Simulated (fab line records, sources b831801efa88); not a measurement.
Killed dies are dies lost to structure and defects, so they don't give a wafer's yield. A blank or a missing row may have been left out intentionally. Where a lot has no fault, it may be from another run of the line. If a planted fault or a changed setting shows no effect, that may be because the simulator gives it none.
The tool behind it: which one? ; flow sky130 ; Sampling: 7 lots, 21 wafers, 2 of 708 route steps

## WHAT THE GAUGES READ, wafer by wafer
SKY_METAL2_RS_MEAS_05: uses a four-point probe to measure.
lot;measured;on;METAL2_ALCU_RS (ohm/sq)
L626;day 34 07:13;filmMetro-01;0.1265 0.1269 0.1254
L639;day 38 21:59;filmMetro-02;0.1258 0.1241 0.1255
L641;day 39 15:13;filmMetro-01;0.1250 0.1249 0.1249
L643;day 40 09:39;filmMetro-02;0.1256 0.1261 0.1254
L646;day 40 18:53;filmMetro-02;0.1274 0.1277 0.1277
L648;day 41 05:26;filmMetro-03;0.1280 0.1276 0.1288

## EACH LOT AND THE TOOL THAT RAN IT (in order: tool; ch and the chambers of the sampled wafers; start)
lot;SKY_VIA1_SPUTTER_20
L626;pvdSputter-02, day 34 06:26
L628;pvdSputter-01, day 35 07:24
L639;pvdSputter-02, day 38 21:13
L641;pvdSputter-04, day 39 14:26
L643;pvdSputter-04, day 40 08:37
L646;pvdSputter-04, day 40 18:06
L648;pvdSputter-02, day 41 04:38
- SKY_VIA1_SPUTTER_20: material TiN, target thk 20 nm, time 80 s.

## THE ANSWER, worked out from the rows above alone
Rule: the lots themselves supply what counts as usual. The widest of any qualifying gaps counts: lots, ordered by their means at a reading, are off when they make up no more than a third of the lots, leave a main group of 4 or more, and stand apart from it by 3 or more times the standard deviation of that group's means. A main group is skipped when, at the precision printed for the reading in the tables above, its means are all equal. A lot without any number at a reading at which 4 lots or more have one is off too. All remaining lots with rows at the step are treated as sound.
Nothing can be told from this: no lot is off at any reading shown.

## WHAT THE SIMULATOR HAD PUT IN
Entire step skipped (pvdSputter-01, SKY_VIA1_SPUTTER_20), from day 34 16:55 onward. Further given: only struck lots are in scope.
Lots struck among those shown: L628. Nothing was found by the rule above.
